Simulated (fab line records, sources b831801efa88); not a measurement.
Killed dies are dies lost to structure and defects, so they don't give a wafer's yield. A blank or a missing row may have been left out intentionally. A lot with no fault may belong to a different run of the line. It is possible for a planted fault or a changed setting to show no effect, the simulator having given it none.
Which tool was responsible? ; flow gf180mcu ; route of 602 steps, sampled at 1 step: 7 lots, 21 wafers

## WHAT THE GAUGES READ, wafer by wafer
GF_STI_THK_MEAS_22.
lot;measured;on;STI_OXIDATION_01_THK (nm)
L526;day 2 14:39;film_metro-01;15.30 15.17 15.24
L528;day 3 03:47;film_metro-04;14.65 14.72 14.83
L530;day 3 12:00;film_metro-02;15.00 14.72 14.71
L533;day 4 01:40;film_metro-01;15.43 15.61 15.68
L539;day 5 08:37;film_metro-04;15.08 15.21 15.03
L541;day 5 21:14;film_metro-04;15.30 15.11 15.48
L547;day 7 01:29;film_metro-04;14.58 14.76 14.79

## WHICH TOOL RAN EACH LOT (tool, then ch and the chambers of the sampled wafers, then the start)
Record: no process step prior to these readings.

## THE ANSWER, worked out from the rows above alone
Rule: usual is defined by the lots themselves. Put in order of their means at a reading, lots are off if they are a third of the lots or fewer, leave a main group of 4 or more, and stand apart from it by a gap of 3 or more times the standard deviation of the main group's means; of several such gaps the widest counts. The tables above print the reading to a certain number of digits; a main group whose means all agree to those digits is not used. A lot without any number at a reading at which 4 lots or more have one is off too. Any other lot the step has rows for is counted as sound.
Nothing can be told from this: no lot is off at any reading shown.

## WHAT THE SIMULATOR PUT IN
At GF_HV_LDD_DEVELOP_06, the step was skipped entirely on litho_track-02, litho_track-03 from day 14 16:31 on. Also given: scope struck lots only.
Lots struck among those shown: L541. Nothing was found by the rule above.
